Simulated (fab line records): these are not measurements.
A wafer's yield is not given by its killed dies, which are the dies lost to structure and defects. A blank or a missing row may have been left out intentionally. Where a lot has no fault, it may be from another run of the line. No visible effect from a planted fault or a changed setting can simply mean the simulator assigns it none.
The same fault as seen by 2 desks :: flow gf180mcu :: only its own numbers are on each desk; what lay behind them is given at the end

## THE TOOL OWNER'S DESK: krf-scanner-02
The tool's own readings at GF_V4_EXPOSE_11 (exposes mask Via4, target cd 260 nm): means of the sampled wafers that have a number, for each lot that ran on this tool. The brackets show how far a lot's mean lies from the usual mean; more than 4 standard deviations puts the lot out of limits, marked OUT.
Columns: A = exposure-dose-mJ-cm2 at GF_V4_EXPOSE_11, usual 37.95
lot: L123
first seen here: day 24 04:35
A: 37.96

lot: L124
first seen here: day 24 15:43
A: 37.95

lot: L130
first seen here: day 26 22:43
A: 37.94

lot: L137
first seen here: day 28 21:40
A: 40.01 (+53) OUT

lot: L138
first seen here: day 29 06:27
A: 40.00 (+53) OUT
Finding of this desk: L137, L138 out of limits; the first was L137 at day 28 21:40, on exposure-dose-mJ-cm2 at GF_V4_EXPOSE_11. L123, L124, L130 stayed within limits.

## AT THE METROLOGY DESK
Lot by lot, what the gauges showed, no matter which tool ran the lot: averages of those sampled wafers that carry a number. The brackets show how far a lot's mean lies from the usual mean; more than 4 standard deviations puts the lot out of limits, marked OUT.
Columns: A = V4_CVD_02_THK at GF_V4_THK_MEAS_03, usual 850 nm; B = cd-nm at GF_V4_CD_MEAS_14, usual 260.0 nm; C = V4_OVL at GF_V4_OVL_MEAS_15, usual 1 nm
lot: L123
first seen here: day 23 16:31
A: 836
B: 259.8
C: -3

lot: L124
first seen here: day 24 04:16
A: 854
B: 258.0
C: -14

lot: L125
first seen here: day 24 15:30
A: 849
B: 260.3
C: 4

lot: L127
first seen here: day 25 08:00
A: 854
B: 261.3
C: -5

lot: L128
first seen here: day 25 18:52
A: 849
B: 259.7
C: 13

lot: L130
first seen here: day 26 11:19
A: 845
B: 260.7
C: -3

lot: L137
first seen here: day 28 11:16
A: 860
B: 268.4 (+6.4) OUT
C: 0

lot: L138
first seen here: day 28 20:22
A: 847
B: 267.7 (+5.9) OUT
C: 3

lot: L141
first seen here: day 29 13:00
A: 853
B: 260.2
C: 5

lot: L142
first seen here: day 29 21:08
A: 848
B: 260.9
C: -2

lot: L143
first seen here: day 30 00:36
A: 856
B: 260.6
C: 4

lot: L144
first seen here: day 30 07:16
A: 866
B: 259.3
C: 5

lot: L145
first seen here: day 30 14:02
A: 850
B: 260.7
C: -1
Finding of this desk: L137, L138 out of limits; the first was L137 at day 29 07:07, on cd-nm at GF_V4_CD_MEAS_14. L123, L124, L125, L127, L128, L130, L141, L142, L143, L144, L145 stayed within limits.

## BROUGHT TOGETHER
On L137, L138, at day 28 21:40, an alarm was possible from the tool owner's desk.
The metrology desk could have raised an alarm at day 29 07:07, on L137, L138.
All the named lots went through GF_V4_EXPOSE_11 on krf-scanner-02.

## WHAT THE SIMULATOR PUT IN
Drift in process parameters on krf-scanner-02 at GF_V4_EXPOSE_11, starting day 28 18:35. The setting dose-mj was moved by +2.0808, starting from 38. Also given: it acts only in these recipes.
Lots struck among those shown: L137, L138.
Hours from the fault's start to each desk's first reading out of limits: the tool owner's desk, 3; the metrology desk, 13.
